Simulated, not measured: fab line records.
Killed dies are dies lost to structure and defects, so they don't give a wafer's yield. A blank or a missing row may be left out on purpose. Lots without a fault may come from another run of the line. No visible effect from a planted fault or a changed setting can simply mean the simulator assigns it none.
What tool caused it? ; flow gf180mcu ; 12 lots, 36 wafers sampled, at 5 steps of a route of 602

== WHAT THE GAUGES SHOWED, per wafer ==
GF_SAB_OVL_MEAS_10. Usual: SAB_OVL typically reads 0.9 nm, with standard deviation 1.3.
lot;measured;on;SAB_OVL (nm);flag
L543;day 15 11:49;overlay-02;0.9 -0.4 1.0;
L544;day 15 19:16;overlay-02;1.8 1.5 1.5;
L546;day 16 14:32;overlay-02;3.0 0.6 1.8;
L550;day 17 17:52;overlay-01;-1.1 -1.3 -2.0;
L551;day 18 07:48;overlay-02;-1.3 0.6 -1.7;
L553;day 19 03:58;overlay-01;1.0 -0.2 0.4;
L554;day 19 10:14;overlay-01;2.5 0.2 1.3;
L555;day 19 15:57;overlay-01;2.4 2.0 1.9;
L558;day 20 15:18;overlay-01;-0.5 -0.7 -0.3;
L563;day 22 10:14;overlay-01;0.4 0.2 1.0;
L564;day 22 19:07;overlay-02;-1.0 -0.3 1.1;
L565;day 23 13:50;overlay-02;1.4 0.4 1.3;

== EACH LOT AND THE TOOL THAT RAN IT (in order: tool; ch and the chambers of the sampled wafers; start) ==
lot;GF_NWELL_COAT_02;GF_NWELL_STRIP_10;GF_HV_LDD_STRIP_37;GF_HV_LDD_STRIP_49
L543;litho track-03 ch 0, day 3 06:05;plasma asher-02 ch 0,1, day 3 13:27;plasma asher-03 ch 0,1, day 11 21:21;plasma asher-03 ch 0,1, day 12 16:55
L544;litho track-02 ch 0, day 3 11:59;plasma asher-01 ch 0,1, day 3 19:36;plasma asher-03 ch 0,1, day 12 05:12;plasma asher-01 ch 0,1, day 13 01:08
L546;litho track-03 ch 0, day 3 23:05;plasma asher-02 ch 0,1, day 4 05:41;plasma asher-04 ch 0,1, day 12 22:44;plasma asher-01 ch 0, day 13 18:47
L550;litho track-04 ch 0, day 4 18:47;plasma asher-02 ch 0,1, day 5 01:49;plasma asher-01 ch 0,1, day 14 00:02;plasma asher-01 ch 0,1, day 14 21:15
L551;litho track-04 ch 0, day 5 02:03;plasma asher-04 ch 0,1, day 5 09:38;plasma asher-01 ch 0,1, day 14 12:16;plasma asher-04 ch 0,1, day 15 09:54
L553;litho track-02 ch 0, day 5 13:14;plasma asher-04 ch 0,1, day 5 21:03;plasma asher-03 ch 0,1, day 15 06:19;plasma asher-03 ch 0,1, day 16 04:34
L554;litho track-04 ch 0, day 5 17:33;plasma asher-04 ch 0,1, day 6 01:46;plasma asher-01 ch 0,1, day 15 12:35;plasma asher-03 ch 0, day 16 10:26
L555;litho track-04 ch 0, day 5 23:16;plasma asher-02 ch 0,1, day 6 07:28;plasma asher-03 ch 0,1, day 15 17:06;plasma asher-04 ch 0,1, day 16 15:23
L558;litho track-04 ch 0, day 6 14:46;plasma asher-04 ch 0,1, day 6 22:46;plasma asher-01 ch 0,1, day 16 14:59;plasma asher-03 ch 1, day 17 12:00
L563;litho track-03 ch 0, day 7 17:26;plasma asher-04 ch 0,1, day 8 01:34;plasma asher-03 ch 0,1, day 18 07:02;plasma asher-04 ch 0,1, day 19 06:41
L564;litho track-03 ch 0, day 7 23:52;plasma asher-04 ch 0,1, day 8 08:22;plasma asher-01 ch 0,1, day 18 16:59;plasma asher-01 ch 0,1, day 19 16:47
L565;litho track-03 ch 0, day 8 05:50;plasma asher-02 ch 0,1, day 8 14:40;plasma asher-04 ch 0,1, day 19 11:11;plasma asher-01 ch 0,1, day 20 12:02
- GF_NWELL_COAT_02: resist thk 3000 nm.
- GF_NWELL_STRIP_10: strips in O2/N2.
- GF_HV_LDD_STRIP_37: strips in O2/N2.
- GF_HV_LDD_STRIP_49: strips in O2/N2.

== AS READ BY THE TOOLS THEMSELVES (means over the sampled wafers that have a number; for cases with no such wafer, the mark the record gives instead) ==
GF_NWELL_STRIP_10. Usual: drypump motor current A 5.6 A, standard deviation 0.57; heater power w 314 W, standard deviation 24; oes product au 0.721 a.u., standard deviation 0.0046; strip time to endpoint s 36.97 s, standard deviation 0.09.
lot;tool;drypump motor current A (A);heater power w (W);oes product au (a.u.);strip time to endpoint s (s);flag
L543;plasma asher-02;6.1;334;0.718;36.83;
L544;plasma asher-01;5.7;328;0.724;37.00;
L546;plasma asher-02;5.7;328;0.723;37.00;
L550;plasma asher-02;6.0;328;0.727;36.99;
L551;plasma asher-04;5.7;290;0.718;36.79;
L553;plasma asher-04;5.7;283;0.726;36.97;
L554;plasma asher-04;5.2;289;0.719;37.02;
L555;plasma asher-02;5.7;328;0.720;27.22;OFF
L558;plasma asher-04;5.6;288;0.716;27.15;OFF
L563;plasma asher-04;5.2;288;0.721;36.92;
L564;plasma asher-04;5.2;293;0.725;36.99;
L565;plasma asher-02;5.7;328;0.722;36.96;

GF_HV_LDD_STRIP_37. Usual: drypump motor current A 5.7 A, standard deviation 0.45; heater power w 314 W, standard deviation 34; oes product au 0.716 a.u., standard deviation 0.0045; strip time to endpoint s 12.64 s, standard deviation 0.037.
lot;tool;drypump motor current A (A);heater power w (W);oes product au (a.u.);strip time to endpoint s (s);flag
L543;plasma asher-03;6.0;292;0.717;12.65;
L544;plasma asher-03;6.1;323;0.719;12.63;
L546;plasma asher-04;5.6;284;0.720;12.71;
L550;plasma asher-01;5.7;335;0.717;12.68;
L551;plasma asher-01;5.7;325;0.718;12.61;
L553;plasma asher-03;6.1;296;0.718;12.64;
L554;plasma asher-01;5.7;327;0.714;12.62;
L555;plasma asher-03;6.1;316;0.715;12.65;
L558;plasma asher-01;5.7;327;0.718;12.61;
L563;plasma asher-03;6.1;289;0.715;12.62;
L564;plasma asher-01;5.6;337;0.719;12.65;
L565;plasma asher-04;5.2;299;0.715;12.67;

GF_HV_LDD_STRIP_49. Usual: drypump motor current A 5.7 A, standard deviation 0.39; heater power w 318 W, standard deviation 34; oes product au 0.716 a.u., standard deviation 0.0043; strip time to endpoint s 12.65 s, standard deviation 0.035.
lot;tool;drypump motor current A (A);heater power w (W);oes product au (a.u.);strip time to endpoint s (s);flag
L543;plasma asher-03;6.1;329;0.717;12.61;
L544;plasma asher-01;5.7;326;0.717;12.69;
L546;plasma asher-01;5.5;352;0.716;12.65;
L550;plasma asher-01;5.7;326;0.719;12.68;
L551;plasma asher-04;5.2;289;0.713;12.62;
L553;plasma asher-03;6.1;290;0.718;12.63;
L554;plasma asher-03;6.0;262;0.716;12.65;
L555;plasma asher-04;5.2;290;0.719;12.62;
L558;plasma asher-03;6.2;356;0.716;12.64;
L563;plasma asher-04;5.6;301;0.712;12.66;
L564;plasma asher-01;5.7;327;0.716;12.66;
L565;plasma asher-01;5.7;330;0.716;12.63;

== THE ANSWER, worked out from the rows above alone ==
Rule: take the mean of a lot's wafers that have a number; if it is more than 3 standard deviations from the usual mean, the lot is off. Also off: a lot with no number at a reading for which 4 or more lots have one. Any other lot the step has rows for is counted as sound. First the gauges in route order, then the tools' own readings, where a lot's mean is used as printed above. The first step at which some lot is off is used, and at that step the reading that is off furthest; a lot without a number counts as furthest.
Off, at GF_NWELL_STRIP_10 on strip time to endpoint s: L555, L558.
If a tool, at that step or one of the process steps before it, ran each lot that is off and ran no sound lot following the first of them, it fits. One fits: GF_NWELL_COAT_02 on litho track-04. Its last sound lot is L554 (day 5 17:33), its first lot that is off L555 (day 5 23:16): a fault that began between those two fits.

== WHAT HAD BEEN PUT IN BY THE SIMULATOR ==
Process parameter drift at GF_NWELL_COAT_02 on litho track-04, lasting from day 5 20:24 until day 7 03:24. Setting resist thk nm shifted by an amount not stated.
Lots struck among those shown: L555, L558. The same result came from the rule above.
